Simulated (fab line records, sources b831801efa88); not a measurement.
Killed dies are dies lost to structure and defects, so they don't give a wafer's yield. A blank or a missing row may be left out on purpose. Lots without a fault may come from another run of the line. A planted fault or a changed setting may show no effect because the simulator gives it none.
Which tool did it? | flow sky130 | 6 lots, 18 wafers sampled, at 2 steps of a route of 708

WHAT THE GAUGES READ, wafer by wafer
SKY_CAP2M_THK_MEAS_01.
lot  | measured     | on            | CAP2M_CVD_00_THK (nm)
L486 | day 39 20:04 | film_metro-03 | 15.49 15.28 15.33
L488 | day 40 12:55 | film_metro-03 | 15.60 15.56 15.88
L490 | day 41 11:46 | film_metro-01 | 15.14 15.43 15.53
L493 | day 42 03:15 | film_metro-03 | 15.54 15.49 16.02
L496 | day 42 16:04 | film_metro-02 | 15.74 15.55 15.78
L507 | day 45 15:47 | film_metro-02 | 15.25 15.84 15.44

WHICH TOOL RAN EACH LOT (tool, then ch and the chambers of the sampled wafers, then the start)
lot  | SKY_VIA1_CMP_02
L486 | cmp-02 ch 0,1, day 32 23:03
L488 | cmp-02 ch 0,2, day 33 18:05
L490 | cmp-02 ch 0,2,3, day 34 18:22
L493 | cmp-01 ch 1,2, day 35 10:01
L496 | cmp-01 ch 0,1,2, day 36 02:16
L507 | cmp-02 ch 0,1, day 39 11:15
- SKY_VIA1_CMP_02: polishes SiO2.

THE ANSWER, worked out from the rows above alone
Rule: what is usual is taken from the lots themselves. Put in order of their means at a reading, lots are off if they are a third of the lots or fewer, leave a main group of 4 or more, and stand apart from it by a gap of 3 or more times the standard deviation of the main group's means; of several such gaps the widest counts. A main group whose means are all the same, to the digits that the tables above print for the reading, isn't used. A lot without any number at a reading at which 4 lots or more have one is off too. The other lots that the step has rows for count as sound.
No lot is off at any reading shown: from this, nothing can be told.

WHAT THE SIMULATOR HAD PUT IN
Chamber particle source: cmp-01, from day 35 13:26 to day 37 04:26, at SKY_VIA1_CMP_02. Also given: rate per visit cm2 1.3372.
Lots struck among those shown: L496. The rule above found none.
